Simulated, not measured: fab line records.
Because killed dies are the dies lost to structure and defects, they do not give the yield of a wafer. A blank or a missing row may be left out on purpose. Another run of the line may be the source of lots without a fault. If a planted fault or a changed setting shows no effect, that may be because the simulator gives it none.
fab line records    flow sky130
record lots=5  wafers=15  lastDay=49
route steps=708 shown CONTACT@415 METAL1@434 PAD_OPEN@708
lots that met no fault: from a run of the same line without faults
startH: the number of hours between the record's first day and the start of the first shown wafer of the lot    waitH: hours elapsed since this lot's preceding step    " as in the row above    L1.1+2: a single row standing in for several wafers    - no value, or no start was given    * or withheld: withheld    < > ~ a bound
route shown NAME@n: NAME is a module with steps in the file, n the number in the route of the first one    usual: mean/standard deviation of fault-free wafers    same: alike in all rows    chamber/n: place in a boat    sites: the reading at each site    _std_site: the values' standard deviation    _edge_site: mean of outer sites minus mean of inner sites    radiusMm: for every site, how far away it sits from the centre of the wafer    mask NAME#n: copy n    behind: the tool/chamber that last shaped the wafer    hold: what put the lot on hold/how long, in hours/how the hold closed    device: transistor that didn't switch, given as n, p or np    end of line: the tests these same wafers got at the end of their route    a step given without rows: its recipe and nothing more    killed: dies lost to structure and defects at the first sort, not the wafer's yield    map: a wafer's dies, marking killed ones x, the rest . and places with no die _
set.NAME: the run value of the setting; set.NAME@STEP: its run value at that earlier step    model.NAME: the simulator's own value behind a step, which no gauge read
certain route steps with their lots: each step a table, each wafer a row
services: the hour from which a tool's chamber was out of use, counted from the record's first day as startH (under 0 if before that day), plus the number of hours and why
## steps
# step SKY_CONTACT_COAT_09
# recipe resist=KrF-thick  spinRpm=3000  resistThkNm=450
# step SKY_CONTACT_SOFTBAKE_10
# recipe tempC=100  timeS=90  resist=KrF-thick
# step SKY_CONTACT_EXPOSE_11
# recipe maskId=CTM1  na=0.8  sourceShape=annular  sigmaInner=0.55  sigmaOuter=0.85  targetCdNm=170  doseMj=38
# step SKY_CONTACT_PEB_12
# recipe pebTempC=withheld  pebTimeS=withheld  resist=KrF-thick
# step SKY_CONTACT_DEVELOP_13
# recipe developTimeS=60  resist=KrF-thick  devTempC=21
# step SKY_CONTACT_CD_MEAS_14
# recipe targetCdNm=170
# usual cdNm=170.4/1.9
lot.wafer  tool      chamber  startH  waitH  cdNm
L335.4     cdSem-02  -        724.65  -      171.1
L335.5     "         -        "       "      172.4
L335.6     "         -        "       "      172.9
L338.1     cdSem-02  -        782.74  -      169.6
L338.2     "         -        "       "      170.0
L338.6     "         -        "       "      170.2
L340.1     cdSem-02  -        794.46  -      171.6
L340.3     "         -        "       "      172.5
L340.5     "         -        "       "      172.1
L350.2     cdSem-01  -        852.11  -      172.7
L350.3     "         -        "       "      173.7
L350.4     "         -        "       "      172.1
L354.2     cdSem-02  -        875.28  -      169.0
L354.5     "         -        "       "      169.9
L354.6     "         -        "       "      170.8
# step SKY_CONTACT_OVL_MEAS_15
# usual CONTACT_OVL=1/4.9
lot.wafer  tool        chamber  startH  waitH  CONTACT_OVL[nm]
L335.4     overlay-02  -        724.73  0.1    2
L335.5     "           -        "       "      1
L335.6     "           -        "       "      8
L338.1     overlay-01  -        782.86  0.1    3
L338.2     "           -        "       "      5
L338.6     "           -        "       "      6
L340.1     overlay-01  -        794.58  0.1    0
L340.3     "           -        "       "      5
L340.5     "           -        "       "      3
L350.2     overlay-02  -        852.22  0.1    4
L350.3     "           -        "       "      5
L350.4     "           -        "       "      5
L354.2     overlay-01  -        875.39  0.1    -5
L354.5     "           -        "       "      0
L354.6     "           -        "       "      -5
# step SKY_CONTACT_ETCH_16
# recipe chemistry=N2/H2  target=BARC  ionEnergyEv=200  sourceW=482.4  biasW=100  pressureMtorr=30  n2FlowSccm=100  h2FlowSccm=200  stopOn=SiO2  timeS=45.9  targetDepthA=600
# step SKY_CONTACT_ETCH_17
# recipe target=SiO2  chemistry=C4F8/O2/Ar  stopOn=Si3N4  maskMaterial=KrF-thick  sourceW=1500  biasW=1200  pressureMtorr=40  c4f8FlowSccm=withheld  O2_flow_sccm=6  Ar_flow_sccm=300  timeS=withheld  targetDepthA=3400
# usual oesProductAu=0.891/0.0046
lot.wafer  tool        chamber  startH  waitH  oesProductAu
L335.4     rieDiel-04  3        724.79  0.0    0.896
L335.5     "           1        "       "      0.899
L335.6     "           0        "       "      0.899
L338.1     rieDiel-03  2        782.94  0.0    0.886
L338.2     "           1        "       "      0.895
L338.6     "           1        "       "      0.884
L340.1     rieDiel-01  0        794.66  0.0    0.897
L340.3     "           2        "       "      0.896
L340.5     "           2        "       "      0.888
L350.2     rieDiel-04  3        852.29  0.0    0.896
L350.3     "           0        "       "      0.887
L350.4     "           3        "       "      0.884
L354.2     rieDiel-03  1        875.46  0.0    0.893
L354.5     "           0        "       "      0.881
L354.6     "           2        "       "      0.899
# step SKY_CONTACT_ETCH_18
# recipe target=Si3N4  chemistry=CHF3/O2  stopOn=TiN  sourceW=600  biasW=200  pressureMtorr=40  chf3FlowSccm=50  O2_flow_sccm=5  timeS=39  targetDepthA=750
# step SKY_CONTACT_STRIP_19
# recipe chemistry=O2/N2  powerW=1400  pressureMtorr=1500  platenTempC=withheld  o2FlowSccm=3000  n2FlowSccm=300  overashFraction=0.5
# step SKY_CONTACT_STRIP_20
# recipe chemistry=postEtchResidueRemover  timeS=1200  tempC=72.5
# step SKY_CONTACT_CLEAN_21
# recipe chemistry=IPA  timeS=180  tempC=25
# same timeS=180
lot.wafer   tool         chamber  startH  waitH
L335.4+5+6  wetBench-01  2        725.32  0.0
L338.1+2+6  wetBench-04  0        783.47  0.0
L340.1+3+5  wetBench-04  1        795.19  0.0
L350.2+3+4  wetBench-01  1        852.82  0.0
L354.2+5+6  wetBench-01  0        875.99  0.0
# step SKY_CONTACT_CLEAN_22
# recipe chemistry=O3/DIW  dry=n2Spin
# step SKY_CONTACT_SPUTTER_23
# recipe material=TiN  targetThkNm=20  chamberPressurePa=5  powerW=4048  timeS=80
# step SKY_CONTACT_CVD_24
# recipe material=W  targetThkNm=340  timeS=102.12  tempC=400  pressureTorr=40
# step SKY_CONTACT_RS_MEAS_25
# recipe thkMeasGauge=four-point-probe  reads=W_of_CONTACT_CVD_24+TiN_of_CONTACT_SPUTTER_23
# usual CONTACT_W_RS=0.339/0.0036
lot.wafer  tool          chamber  startH  waitH  CONTACT_W_RS[ohm/sq]
L335.4     filmMetro-03  -        725.71  0.1    0.334
L335.5     "             -        "       "      0.340
L335.6     "             -        "       "      0.334
L338.1     filmMetro-03  -        783.80  0.1    0.335
L338.2     "             -        "       "      0.343
L338.6     "             -        "       "      0.342
L340.1     filmMetro-03  -        795.51  0.1    0.340
L340.3     "             -        "       "      0.342
L340.5     "             -        "       "      0.343
L350.2     filmMetro-03  -        853.17  0.1    0.338
L350.3     "             -        "       "      0.342
L350.4     "             -        "       "      0.338
L354.2     filmMetro-03  -        876.34  0.1    0.338
L354.5     "             -        "       "      0.342
L354.6     "             -        "       "      0.338
# step SKY_CONTACT_THK_MEAS_26
# recipe thkMeasGauge=xrf  reads=W_of_CONTACT_CVD_24
# usual CONTACT_W_THK=339/4.1
lot.wafer  tool          chamber  startH  waitH  CONTACT_W_THK[nm]
L335.4     filmMetro-03  -        725.80  0.1    345
L335.5     "             -        "       "      340
L335.6     "             -        "       "      345
L338.1     filmMetro-03  -        783.92  0.1    344
L338.2     "             -        "       "      334
L338.6     "             -        "       "      337
L340.1     filmMetro-03  -        795.63  0.1    336
L340.3     "             -        "       "      333
L340.5     "             -        "       "      333
L350.2     filmMetro-03  -        853.28  0.1    336
L350.3     "             -        "       "      333
L350.4     "             -        "       "      336
L354.2     filmMetro-03  -        876.45  0.1    341
L354.5     "             -        "       "      338
L354.6     "             -        "       "      341
# step SKY_CONTACT_CMP_27
# recipe stopOn=SiO2  tOverpolishS=15  downForcePsi=3.5  platenRpm=60  targetThkNm=0  padVelocityMS=0.94248
# usual motorCurrentA=10.2/0.93  overpolishRunS=14.998/0.0088  slurryFilterDpKPa=13.51/0.13  timeToEndpointS=79.6/2.6
lot.wafer  tool    chamber  startH  waitH  motorCurrentA  overpolishRunS  slurryFilterDpKPa  timeToEndpointS
L335.4     cmp-01  3        725.88  0.1    10.2           14.998          13.48              76.8
L335.5     "       2        "       "      8.5            14.998          13.55              76.4
L335.6     "       3        "       "      10.4           14.975          13.35              80.2
L338.2     cmp-02  1        784.13  0.2    9.9            14.989          13.43              79.2
L338.1     "       2        "       "      11.1           14.999          13.57              78.6
L338.6     "       3        "       "      10.5           14.998          13.33              83.0
L340.3     cmp-02  3        795.69  0.0    10.9           15.010          13.55              76.0
L340.1     "       0        "       "      9.7            14.992          13.42              78.3
L340.5     "       0        "       "      9.5            14.994          13.36              79.8
L350.3     cmp-02  2        853.33  0.0    11.5           14.987          13.32              74.3
L350.2     "       3        "       "      9.9            14.988          13.54              80.4
L350.4     "       1        "       "      9.9            14.991          13.39              72.8
L354.2     cmp-01  1        876.58  0.1    10.5           15.000          13.37              81.6
L354.5     "       1        "       "      10.3           15.011          13.44              78.6
L354.6     "       2        "       "      8.8            15.007          13.45              82.1
# step SKY_METAL1_SPUTTER_00
# recipe material=Ti  targetThkNm=15  powerW=3000  timeS=10  chamberPressurePa=0.4
# step SKY_METAL1_SPUTTER_01
# recipe material=TiN  targetThkNm=20  powerW=6500  timeS=16.7  chamberPressurePa=0.4
# step SKY_METAL1_SPUTTER_02
# recipe material=AlCu  targetThkNm=250  powerW=10600  timeS=13.3  chamberPressurePa=0.4
# step SKY_METAL1_SPUTTER_03
# recipe material=Ti  targetThkNm=5  powerW=3000  timeS=3.3  chamberPressurePa=0.4
# step SKY_METAL1_SPUTTER_04
# recipe material=TiN  targetThkNm=70  powerW=6500  timeS=58.3  chamberPressurePa=0.4
# usual throttleValvePct=29.3/0.84
# same timeS=58.3
lot.wafer  tool           chamber  startH  waitH  throttleValvePct
L335.4     pvdSputter-04  -        726.22  0.0    29.2
L335.5     "              -        "       "      29.6
L335.6     "              -        "       "      26.6
L338.1     pvdSputter-01  -        784.42  0.0    28.9
L338.2     "              -        "       "      29.3
L338.6     "              -        "       "      30.3
L340.1     pvdSputter-03  -        796.08  0.0    29.4
L340.3     "              -        "       "      29.1
L340.5     "              -        "       "      29.0
L350.2     pvdSputter-01  -        853.72  0.0    29.5
L350.3     "              -        "       "      30.3
L350.4     "              -        "       "      30.2
L354.2     pvdSputter-03  -        876.97  0.0    29.1
L354.5     "              -        "       "      30.3
L354.6     "              -        "       "      29.5
# step SKY_METAL1_RS_MEAS_05
# recipe thkMeasGauge=four-point-probe  reads=TiN_of_METAL1_SPUTTER_04+Ti_of_METAL1_SPUTTER_03+AlCu_of_METAL1_SPUTTER_02+TiN_of_METAL1_SPUTTER_01+Ti_of_METAL1_SPUTTER_00
# usual METAL1_ALCU_RS=0.1260/0.001
lot.wafer  tool          chamber  startH  waitH  METAL1_ALCU_RS[ohm/sq]
L335.4     filmMetro-03  -        726.33  0.1    0.1259
L335.5     "             -        "       "      0.1266
L335.6     "             -        "       "      0.1273
L338.1     filmMetro-03  -        784.47  0.0    0.1266
L338.2     "             -        "       "      0.1264
L338.6     "             -        "       "      0.1260
L340.1     filmMetro-04  -        796.13  0.0    0.1255
L340.3     "             -        "       "      0.1255
L340.5     "             -        "       "      0.1258
L350.2     filmMetro-04  -        853.79  0.0    0.1248
L350.3     "             -        "       "      0.1250
L350.4     "             -        "       "      0.1242
L354.2     filmMetro-04  -        877.04  0.0    0.1241
L354.5     "             -        "       "      0.1244
L354.6     "             -        "       "      0.1246
# step SKY_METAL1_THK_MEAS_06
# recipe thkMeasGauge=xrf  reads=AlCu_of_METAL1_SPUTTER_02
# usual METAL1_ALCU_THK=256.3/2.4
lot.wafer  tool          chamber  startH  waitH  METAL1_ALCU_THK[nm]
L335.4     filmMetro-03  -        726.42  0.1    257.1
L335.5     "             -        "       "      256.3
L335.6     "             -        "       "      254.7
L338.1     filmMetro-03  -        784.59  0.1    257.9
L338.2     "             -        "       "      256.7
L338.6     "             -        "       "      257.6
L340.1     filmMetro-04  -        796.25  0.1    256.6
L340.3     "             -        "       "      257.5
L340.5     "             -        "       "      255.4
L350.2     filmMetro-04  -        853.90  0.1    259.0
L350.3     "             -        "       "      256.6
L350.4     "             -        "       "      259.5
L354.2     filmMetro-04  -        877.15  0.1    262.3
L354.5     "             -        "       "      260.6
L354.6     "             -        "       "      260.9
# step SKY_METAL1_DEHYDRATE_07
# recipe tempC=200  timeS=60
# step SKY_METAL1_HMDS_08
# recipe primeTimeS=60  primeTempC=120
# step SKY_METAL1_COAT_09
# recipe resist=BARC  tempC=withheld  timeS=withheld  spinRpm=3000  resistThkNm=60
# step SKY_METAL1_COAT_10
# recipe resist=KrF-thick  spinRpm=3000  resistThkNm=450
# step SKY_METAL1_SOFTBAKE_11
# recipe tempC=100  timeS=90  resist=KrF-thick
# step SKY_METAL1_EXPOSE_12
# recipe maskId=MM1  na=0.8  sourceShape=annular  sigmaInner=0.55  sigmaOuter=0.85  targetCdNm=140  doseMj=28
# step SKY_METAL1_PEB_13
# recipe pebTempC=withheld  pebTimeS=withheld  resist=KrF-thick
# step SKY_METAL1_DEVELOP_14
# recipe developTimeS=60  resist=KrF-thick  devTempC=21
# step SKY_METAL1_CD_MEAS_15
# recipe targetCdNm=140
# usual cdNm=139.8/1.4
lot.wafer  tool      chamber  startH  waitH  cdNm
L335.4     cdSem-02  -        754.05  -      139.2
L335.5     "         -        "       "      138.9
L335.6     "         -        "       "      137.9
L338.1     cdSem-01  -        811.68  -      140.7
L338.2     "         -        "       "      140.6
L338.6     "         -        "       "      138.2
L340.1     cdSem-01  -        822.56  -      139.3
L340.3     "         -        "       "      138.6
L340.5     "         -        "       "      138.0
L350.2     cdSem-02  -        879.40  -      139.7
L350.3     "         -        "       "      140.2
L350.4     "         -        "       "      141.2
L354.2     cdSem-01  -        903.16  -      140.5
L354.5     "         -        "       "      138.3
L354.6     "         -        "       "      141.5
# step SKY_METAL1_OVL_MEAS_16
# usual METAL1_OVL=2/6.1
lot.wafer  tool        chamber  startH  waitH  METAL1_OVL[nm]
L335.4     overlay-01  -        754.13  0.1    -9
L335.5     "           -        "       "      -1
L335.6     "           -        "       "      7
L338.1     overlay-01  -        811.80  0.1    3
L338.2     "           -        "       "      5
L338.6     "           -        "       "      4
L340.1     overlay-01  -        822.68  0.1    -5
L340.3     "           -        "       "      -7
L340.5     "           -        "       "      -4
L350.2     overlay-01  -        879.51  0.1    -6
L350.3     "           -        "       "      -3
L350.4     "           -        "       "      -10
L354.2     overlay-02  -        903.27  0.1    -12
L354.5     "           -        "       "      0
L354.6     "           -        "       "      -4
# step SKY_METAL1_DESCUM_17
# recipe chemistry=O2  sourcePowerW=150  biasPowerW=0  pressureMtorr=10  tempC=40  timeS=8
# usual drypumpMotorCurrentA=5.4/0.34  oesProductAu=1.004/0.0076
# same timeS=8
lot.wafer  tool         chamber  startH  waitH  drypumpMotorCurrentA  oesProductAu  rfHoursCounterH
L335.4     rieMetal-02  0        754.16  0.0    5.5                   1.012         -
L335.5     "            1        "       "      5.6                   0.997         -
L335.6     "            0        "       "      5.5                   1.005         -
L338.1     rieMetal-04  1        811.84  0.0    5.3                   1.003         4
L338.2     "            1        "       "      5.3                   1.008         -
L338.6     "            1        "       "      5.3                   0.998         -
L340.1     rieMetal-04  1        822.72  0.0    5.3                   1.005         5
L340.3     "            1        "       "      5.3                   0.989         -
L340.5     "            1        "       "      5.3                   1.003         -
L350.2     rieMetal-04  0        879.54  0.0    5.8                   0.997         2
L350.3     "            1        "       "      5.3                   0.997         -
L350.4     "            0        "       "      5.9                   1.002         -
L354.2     rieMetal-04  1        903.30  0.0    5.3                   1.008         8
L354.5     "            0        "       "      5.9                   0.996         -
L354.6     "            1        "       "      5.3                   1.010         -
# step SKY_METAL1_ETCH_18
# recipe chemistry=N2/H2  target=BARC  ionEnergyEv=200  biasW=100  pressureMtorr=30  n2FlowSccm=100  h2FlowSccm=200  icpW=500  stopOn=SiO2  timeS=45.9  targetDepthA=600
# usual drypumpMotorCurrentA=5.4/0.34  oesProductAu=0.854/0.005  throttleValvePct=13.226/0.0096
# same timeS=45.9
lot.wafer  tool         chamber  startH  waitH  drypumpMotorCurrentA  oesProductAu  rfHoursCounterH  throttleValvePct
L335.4     rieMetal-02  0        754.20  0.0    5.5                   0.853         -                13.232
L335.5     "            1        "       "      5.6                   0.846         -                13.218
L335.6     "            0        "       "      5.5                   0.856         -                13.229
L338.1     rieMetal-04  1        811.90  0.1    5.3                   0.856         4                13.229
L338.2     "            1        "       "      5.2                   0.856         -                13.235
L338.6     "            1        "       "      5.3                   0.849         -                13.234
L340.1     rieMetal-04  1        822.78  0.1    5.3                   0.854         5                13.224
L340.3     "            1        "       "      5.3                   0.848         -                13.233
L340.5     "            1        "       "      5.3                   0.854         -                13.234
L350.2     rieMetal-04  0        879.57  0.0    5.9                   0.854         2                13.213
L350.3     "            1        "       "      5.2                   0.857         -                13.203
L350.4     "            0        "       "      5.9                   0.842         -                13.235
L354.2     rieMetal-04  1        903.33  0.0    5.3                   0.857         8                13.229
L354.5     "            0        "       "      5.9                   0.853         -                13.230
L354.6     "            1        "       "      5.3                   0.863         -                13.240
# step SKY_METAL1_METAL_ETCH_19
# recipe targetDepthA=3600  stopOn=SiO2  overEtchFrac=0.3  timeS=78  chemistry=Cl2/BCl3  resistSidewallDeg=88  pressureMtorr=10  icpW=868.7  biasW=48.5  Cl2_flow_sccm=60  bcl3FlowSccm=30
# step SKY_METAL1_STRIP_20
# recipe chemistry=O2/N2  powerW=1400  pressureMtorr=1500  platenTempC=withheld  o2FlowSccm=3000  n2FlowSccm=300  overashFraction=0.5
# step SKY_METAL1_STRIP_21
# recipe chemistry=postEtchResidueRemover  timeS=1200  tempC=72.5
# step SKY_METAL1_CLEAN_22
# recipe chemistry=IPA  timeS=180  tempC=25
# step SKY_PAD_OPEN_PROBE_99
# usual killed_at_M0_to_M3=44/7.2  killed_at_M4_up=3.2/1.8  killedAtContacts=24/5.4  killedAtFrontEnd=15/4  killedAtOther=0.3/0.56  killedDies=87/9.2  killedOpen=47/7.3  killedShort=39/5.7
# same grossDies=492  killedAtBackSide=0
lot.wafer  tool       chamber  startH   waitH  killed_at_M0_to_M3  killed_at_M4_up  killedAtContacts  killedAtFrontEnd  killedAtOther  killedDies  killedOpen  killedShort
L354.2     prober-01  -        1178.56  0.1    35                  0                73                13                1              122         49          28
L354.5     prober-01  -        1178.71  0.2    50                  4                71                9                 0              134         56          36
L354.6     prober-01  -        1178.76  0.2    43                  0                65                11                0              119         52          28
# killed by level:class
L354.2 CONTACT:unspecified=45 CONTACT:geometricParticle:open=10 VIA1:geometricParticle:open=9 VIA3:geometricParticle:open=9 LI_CONTACT:geometricParticle:open=7 CONTACT:geometricParticle:short=6 METAL2:geometricParticle:short=6 FIELD_ISO:geometricParticle:open=4
L354.5 CONTACT:unspecified=42 VIA1:geometricParticle:open=14 CONTACT:geometricParticle:open=11 VIA2:geometricParticle:open=10 VIA3:geometricParticle:open=7 LI_CONTACT:geometricParticle:short=6 CONTACT:geometricParticle:short=5 METAL1:geometricParticle:short=5
L354.6 CONTACT:unspecified=39 VIA1:geometricParticle:open=12 CONTACT:geometricParticle:open=10 LI_CONTACT:geometricParticle:open=9 VIA3:geometricParticle:open=7 VIA2:geometricParticle:open=5 FIELD_ISO:geometricParticle:open=4 VIA1:geometricParticle:short=4
# map L354.5 (x killed, . not)
__________..x......x_________
________.............x_______
______x..x..x........x.._____
_____..x........x....x..x____
____.xx........xxx..x..x..___
___........x......x.x......__
__x.......x....x....x......._
_.....x.xx....xx.x...........
_......xxxxx.xx............x.
_x.....xxxxxxx..x.xx...xxx...
_xx..xxxxxxxxx.......x.......
_x..xxxxxxxxxxx..x.xxx.....x.
_...xxxxxxxx...x.x....x..x...
_....x..x.xxxx..xx...x.x.....
_.x....x.........x.....x...x.
__.............x......x....._
___.....xx.x..xx.x.x..xx...__
____..x............x....x.___
_____......x.x..xx.......____
______...x...xx..x..x..._____
________...........x.._______
__________.......x.._________
# map L335.4 (x killed, . not)
__________..x....x.._________
________..xx..xx......_______
______...xx..x.......xx._____
_____x....x.....xx.......____
____..x........x....x...xx___
___....................x.x.__
__..x...x.xxx...x........xx._
_x.x......................x..
_x....x...xxx........x..x.x.x
_xx...x...x................x.
_.x...........x.x........x.x.
_...........x.x.xx...x..x..xx
_...xxx.x...x................
_x....x.x...........x...x.x.x
_........x.x.x...............
__.x....x............x..x..._
___x......x.x...xx....x.x..__
____.........x.......x....___
_____.x...........x.x....____
______.................._____
________.....x.......x_______
__________x..x.....x_________
## services
tool           chamber  startH  hours  kind
rieMetal-02    1        702.19  15.2   repair
pvdSputter-03  -        704.28  2.6    repair
rieDiel-03     -        710.56  3.5    repair
wetBench-01    -        721.55  2.6    repair
pvdSputter-03  -        725.06  9.8    repair
rieDiel-01     -        733.04  2.8    pm
cmp-02         -        733.77  5.8    pm
cmp-02         -        744.00  4.0    pm
rieDiel-01     -        745.42  14.6   pm
rieDiel-04     2        754.72  5.6    repair
pvdSputter-04  -        756.36  5.1    repair
rieDiel-01     3        761.38  5.8    repair
pvdSputter-01  -        767.72  4.1    repair
cmp-02         -        800.81  1.5    repair
rieMetal-04    0        808.88  9.9    repair
rieMetal-04    0        818.74  -      clean
pvdSputter-03  -        821.82  2.6    repair
pvdSputter-01  -        828.51  3.0    repair
pvdSputter-03  -        831.59  0.9    repair
rieDiel-04     1        844.44  16.2   repair
rieDiel-03     2        851.01  8.0    repair
rieDiel-01     0        878.28  12.3   repair
rieDiel-03     0        887.95  4.0    repair
cmp-01         -        894.05  0.2    repair
## key
firstSign step=SKY_PAD_OPEN_PROBE_99  reading=killedAtContacts  direction=up  sigmas=8.4  usual=24  struck=70
effect step=SKY_PAD_OPEN_PROBE_99  reading=killedDies  direction=up  sigmas=4.1  usual=87  struck=125
metAt SKY_CONTACT_CLEAN_21
struckWafers L354.2,L354.5,L354.6
testerLeftOut L354
alsoFits time
fault kind=chamberParticleSource  tool=wetBench-01  chamber=0  onsetH=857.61  steps=SKY_CONTACT_CLEAN_21  ratePerVisitCm2=0.39812  endH=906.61
# testerLeftOut: of these lots the tester's yield and bins aren't shown, on N5 and GAA mostly nor the transistor test; their killed dies are dies lost to structure and defects alone, not to doping, threshold or leakage, so they don't give the yield
